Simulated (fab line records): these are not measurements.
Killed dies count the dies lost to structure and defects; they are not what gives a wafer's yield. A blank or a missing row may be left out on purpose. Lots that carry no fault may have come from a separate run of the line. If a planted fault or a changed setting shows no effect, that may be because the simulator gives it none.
The tool behind it: which one?    flow gf180mcu    15 lots, 45 wafers sampled, at 4 steps of a route of 602

WHAT EACH GAUGE READ, for each wafer
The record holds no reading of a measuring or inspecting step that can be judged against a usual standard deviation.

WHAT TOOL EACH LOT RAN ON (gives the tool, then ch and the chambers of the sampled wafers, and finally the start)
lot   GF_V5_ETCH_17                                 GF_V5_CVD_23                  GF_TOP_METAL_SPUTTER_01      GF_TOP_METAL_SPUTTER_02
L568  rieDiel-04 ch 1,2,3, day 27 13:11 or earlier  cvdW-01 ch 1, day 27 13:11    pvdSputter-02, day 27 13:53  pvdSputter-02, day 27 13:55
L574  rieDiel-04 ch 0,2, day 29 16:38 or earlier    cvdW-02 ch 0,1, day 29 16:38  pvdSputter-03, day 29 17:20  pvdSputter-03, day 29 17:22
L575  rieDiel-04 ch 0,2,3, day 29 22:38 or earlier  cvdW-01 ch 0,1, day 29 22:38  pvdSputter-02, day 29 23:47  pvdSputter-02, day 29 23:49
L576  rieDiel-03 ch 0,3, day 30 04:31 or earlier    cvdW-02 ch 0,1, day 30 04:31  pvdSputter-04, day 30 05:23  pvdSputter-04, day 30 05:25
L577  rieDiel-04 ch 0,1,3, day 30 13:46 or earlier  cvdW-01 ch 0,1, day 30 13:46  pvdSputter-03, day 30 14:28  pvdSputter-03, day 30 14:30
L578  rieDiel-03 ch 0,2, day 30 17:49 or earlier    cvdW-02 ch 1, day 30 17:49    pvdSputter-02, day 30 18:31  pvdSputter-02, day 30 18:33
L579  rieDiel-04 ch 1,3, day 31 03:34 or earlier    cvdW-02 ch 0,1, day 31 03:34  pvdSputter-03, day 31 04:16  pvdSputter-03, day 31 04:18
L581  rieDiel-04 ch 1,2,3, day 31 14:35 or earlier  cvdW-02 ch 1, day 31 14:35    pvdSputter-03, day 31 15:17  pvdSputter-03, day 31 15:19
L583  rieDiel-03 ch 2,3, day 32 01:46 or earlier    cvdW-02 ch 0,1, day 32 01:46  pvdSputter-02, day 32 02:25  pvdSputter-02, day 32 02:27
L584  rieDiel-03 ch 1,3, day 32 08:53 or earlier    cvdW-02 ch 0,1, day 32 08:53  pvdSputter-02, day 32 09:37  pvdSputter-02, day 32 09:38
L585  rieDiel-02 ch 0,2,3, day 32 16:02 or earlier  cvdW-01 ch 0, day 32 16:02    pvdSputter-02, day 32 16:44  pvdSputter-02, day 32 16:46
L587  rieDiel-04 ch 0,3, day 33 02:19 or earlier    cvdW-01 ch 0,1, day 33 02:19  pvdSputter-02, day 33 03:01  pvdSputter-02, day 33 03:02
L588  rieDiel-04 ch 0,3, day 33 07:03 or earlier    cvdW-01 ch 0,1, day 33 07:03  pvdSputter-02, day 33 07:45  pvdSputter-02, day 33 07:47
L589  rieDiel-03 ch 1,2,3, day 33 14:35 or earlier  cvdW-01 ch 0,1, day 33 14:35  pvdSputter-03, day 33 15:17  pvdSputter-03, day 33 15:19
L590  rieDiel-03 ch 0,3, day 33 16:21 or earlier    cvdW-01 ch 0,1, day 33 16:21  pvdSputter-04, day 33 17:01  pvdSputter-04, day 33 17:02
- GF_V5_ETCH_17: etches SiO2 in C4F8/O2/Ar, stops on TiN, target depth 855 nm.
- GF_V5_CVD_23: deposits W, target thk 350 nm, time 104.9 s.
- GF_TOP_METAL_SPUTTER_01: material TiN, target thk 30 nm, time 25 s.
- GF_TOP_METAL_SPUTTER_02: material AlCu, target thk 900 nm, time 47.82 s.

WHAT THE TOOLS THEMSELVES READ (means of the sampled wafers that have a number; where no wafer has one, the mark that the record gives instead)
GF_V5_ETCH_17. Usual: 0.859 a.u. for oesProductAu, sd 0.0046.
lot   tool        oesProductAu (a.u.)  flag
L568  rieDiel-04  0.859                
L574  rieDiel-04  0.859                
L575  rieDiel-04  0.855                
L576  rieDiel-03  0.860                
L577  rieDiel-04  0.859                
L578  rieDiel-03  0.857                
L579  rieDiel-04  0.863                
L581  rieDiel-04  0.861                
L583  rieDiel-03  0.856                
L584  rieDiel-03  0.861                
L585  rieDiel-02  0.857                
L587  rieDiel-04  0.860                
L588  rieDiel-04  0.857                
L589  rieDiel-03  0.856                
L590  rieDiel-03  0.858                

GF_V5_CVD_23. Usual: heaterPowerOuterW 539 W, standard deviation 81; heaterPowerW 888 W, standard deviation 120.
lot   tool     heaterPowerOuterW (W)  heaterPowerW (W)  flag
L568  cvdW-01  534                    874               
L574  cvdW-02  593                    981               
L575  cvdW-01  453                    755               
L576  cvdW-02  609                    1002              
L577  cvdW-01  490                    817               
L578  cvdW-02  558                    876               
L579  cvdW-02  580                    959               
L581  cvdW-02  563                    898               
L583  cvdW-02  621                    1005              
L584  cvdW-02  612                    1014              
L585  cvdW-01  406                    693               
L587  cvdW-01  453                    761               
L588  cvdW-01  492                    824               
L589  cvdW-01  497                    819               
L590  cvdW-01  499                    811               

GF_TOP_METAL_SPUTTER_01. Usual: cathodeDcPowerW 6500.2 W, standard deviation 1.1; chamberPressurePa 0.4000 Pa, standard deviation 0.00077; throttleValvePct 30.2 %, standard deviation 1.1.
lot   tool           cathodeDcPowerW (W)  chamberPressurePa (Pa)  throttleValvePct (%)  flag
L568  pvdSputter-02  6500.5               0.4006                  30.2                  
L574  pvdSputter-03  -                    -                       -                     OFF
L575  pvdSputter-02  -                    -                       -                     OFF
L576  pvdSputter-04  -                    -                       -                     OFF
L577  pvdSputter-03  6500.4               0.3996                  29.5                  
L578  pvdSputter-02  6500.1               0.4005                  30.3                  
L579  pvdSputter-03  6500.2               0.4004                  31.2                  
L581  pvdSputter-03  6500.2               0.3999                  30.2                  
L583  pvdSputter-02  6499.6               0.3997                  30.5                  
L584  pvdSputter-02  6499.7               0.4002                  30.8                  
L585  pvdSputter-02  6499.6               0.3998                  30.8                  
L587  pvdSputter-02  6499.5               0.3996                  30.8                  
L588  pvdSputter-02  6499.3               0.4006                  30.7                  
L589  pvdSputter-03  6499.6               0.4005                  30.7                  
L590  pvdSputter-04  6499.6               0.4000                  30.7                  

GF_TOP_METAL_SPUTTER_02. Usual: cathodeDcPowerW 10600 W, standard deviation 2; chamberPressurePa 0.2999 Pa, standard deviation 0.00064; substrateTempC 250.02 C, standard deviation 0.17; throttleValvePct 30.2 %, standard deviation 1.1.
lot   tool           cathodeDcPowerW (W)  chamberPressurePa (Pa)  substrateTempC (C)  throttleValvePct (%)  flag
L568  pvdSputter-02  10600                0.2993                  250.06              30.4                  
L574  pvdSputter-03  10598                0.3000                  250.20              30.8                  
L575  pvdSputter-02  10601                0.3000                  250.02              30.2                  
L576  pvdSputter-04  10599                0.3008                  249.99              30.2                  
L577  pvdSputter-03  10599                0.3000                  249.85              29.6                  
L578  pvdSputter-02  10601                0.2992                  250.12              30.4                  
L579  pvdSputter-03  10600                0.2991                  250.08              31.5                  
L581  pvdSputter-03  10600                0.3001                  249.92              30.2                  
L583  pvdSputter-02  10601                0.3002                  250.11              30.4                  
L584  pvdSputter-02  10599                0.3000                  250.03              30.4                  
L585  pvdSputter-02  10598                0.2992                  249.86              30.9                  
L587  pvdSputter-02  10601                0.3005                  250.15              30.9                  
L588  pvdSputter-02  10603                0.2999                  250.04              30.7                  
L589  pvdSputter-03  10600                0.2996                  249.87              30.8                  
L590  pvdSputter-04  10600                0.2997                  250.07              30.6                  

THE ANSWER, worked out from the rows above alone
Rule: a lot is off if the mean of its wafers that have a number lies more than 3 standard deviations from the usual mean. A lot without any number at a reading at which 4 lots or more have one is off too. The other lots that the step has rows for count as sound. Order of review: gauges by route order, followed by the tools' own readings, for which a lot's mean as printed above is used. At the first step where some lot is off, the reading lying furthest off is the one used; lots without a number count as furthest.
Off: L574, L575, L576, at GF_TOP_METAL_SPUTTER_01 (cathodeDcPowerW). Without a number there: L574, L575, L576.
A tool fits if, at that step or a process step before it, it ran every lot that is off, and no sound lot after the first of them. With no start given for some of its lots, GF_V5_ETCH_17 uses the hours and lot order of GF_V5_CVD_23. Of those tried, none fits.

WHAT THE SIMULATOR HAD INSERTED
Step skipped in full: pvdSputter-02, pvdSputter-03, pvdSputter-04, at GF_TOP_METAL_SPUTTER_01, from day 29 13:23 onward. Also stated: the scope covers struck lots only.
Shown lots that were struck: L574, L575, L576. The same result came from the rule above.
